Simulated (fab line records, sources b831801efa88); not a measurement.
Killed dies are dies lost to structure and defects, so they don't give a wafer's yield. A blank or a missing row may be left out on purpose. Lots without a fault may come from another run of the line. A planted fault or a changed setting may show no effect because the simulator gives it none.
A struck lot beside a sound one | flow gf180mcu | 15 steps out of a route of 602
Sound: wafers L275.1, L275.3, L275.5. Struck: wafers L287.1, L287.3, L287.6. The cause comes at the end.
At each step with rows: each side's tool, then ch and its chambers, then its first start. Under that, the readings that differ: sound wafers | struck wafers | difference of the means | sigmas: that difference in standard deviations of wafers without a fault.
alike: readings whose means differ by less than 2 such deviations, and words and numbers that are the same on both sides. not compared: withheld readings, readings that some wafer has no value for, bounds like >300 that may hide the same value, and numbers for which the record gives no deviation and whose values overlap.
The two part at a step that has a row with sigmas, a row that says differs or no value, or rows on one side only. Numbers that don't overlap but have no deviation are shown without sigmas and don't part them. A reading that every wafer of one side lacks parts them only if that side has two wafers or more.

GF_HV_LDD_CD_MEAS_46: target cd 400 nm.
  sound on cd_sem-01, day 13 07:02; struck on cd_sem-02, day 17 10:05
  alike: cd_nm
GF_HV_LDD_OVL_MEAS_47:
  sound on overlay-01, day 13 07:09; struck on overlay-02, day 17 10:12
  reading            | sound        | struck         | difference | sigmas
  HV_LDD_03_OVL (nm) | 1.9 -0.2 0.2 | -4.1 -3.2 -4.0 | -4.4       | -3
then, 1 step without rows for these wafers: GF_HV_LDD_IMPLANT_48.
GF_HV_LDD_STRIP_49: strips in O2/N2.
  sound on plasma_asher-03 ch 0,1, day 13 07:20; struck on plasma_asher-02 ch 0,1, day 17 10:23
  alike: chamber_pressure_mTorr, drypump_motor_current_A, heater_power_w, n2_flow_sccm, oes_product_au, strip_time_to_endpoint_s
  not compared: rf_hours_counter_h
GF_HV_LDD_TW_MEAS_50:
  sound on film_metro-01, day 13 07:26; struck on film_metro-03, day 17 10:29
  alike: HV_LDD_4_TW
then, 1 step without rows for these wafers: GF_HV_LDD_CLEAN_51 (cleans in SC1/SC2, time 150 s).
GF_HV_LDD_RTA_52: time 10 s.
  sound on rtp_anneal-02 ch 0, day 13 07:33; struck on rtp_anneal-01 ch 0, day 17 10:35
  reading            | sound                | struck               | difference | sigmas
  lamp_power_pct (%) | 33.7 33.8 33.8       | 32.2 32.2 32.2       | -1.6       | -2
  wafer_temp_C_max   | 1005.5 1005.3 1005.5 | 1002.4 1002.6 1003.1 | -2.7       | -3
  alike: anneal_temp_c_max
GF_HV_LDD_RS_MEAS_53: measures by four-point-probe.
  sound on film_metro-01, day 13 07:37; struck on film_metro-03, day 17 10:40
  alike: HV_LDD_RS
then, 1 step without rows for these wafers: GF_HV_LDD_CVD_54 (deposits SiO2 from TEOS, target thk 10 nm, time 75 s).
GF_HV_LDD_THK_MEAS_55:
  sound on film_metro-01, day 13 09:16; struck on film_metro-04, day 17 11:48
  alike: HV_LDD_CVD_54_THK
then, 1 step without rows for these wafers: GF_HV_LDD_CVD_56 (deposits Si3N4 from DCS/NH3, target thk 90 nm, time 1543 s).
GF_HV_LDD_THK_MEAS_57:
  sound on film_metro-03, day 13 11:28; struck on film_metro-04, day 17 13:17
  alike: HV_LDD_CVD_56_THK
GF_HV_LDD_ETCHBACK_58: etches Si3N4 in CH3F/O2, stops on SiO2, time 100 s, target depth 90 nm.
  sound on rie_diel-03 ch 1,2, day 13 11:32; struck on rie_diel-03 ch 0,1,2, day 17 13:21
  reading    | sound             | struck            | difference | sigmas
  bias_w (W) | 79.91 79.99 79.85 | 71.35 71.16 71.34 | -8.63      | -36
  alike: chamber_pressure_mTorr, drypump_motor_current_A, oes_product_au, rf_fwd_power_W, throttle_valve_pct
  not compared: rf_hours_counter_h
then, 1 step without rows for these wafers: GF_NSD_DEHYDRATE_00 (time 60 s).
GF_PASSIVATION_PROBE_99:
  the record has rows for the sound wafers here (prober-02, day 29 20:56) and none for the struck ones

WHERE THEY PART
First at GF_HV_LDD_OVL_MEAS_47; last, within this record, at GF_PASSIVATION_PROBE_99.

WHY: what the simulator had put in
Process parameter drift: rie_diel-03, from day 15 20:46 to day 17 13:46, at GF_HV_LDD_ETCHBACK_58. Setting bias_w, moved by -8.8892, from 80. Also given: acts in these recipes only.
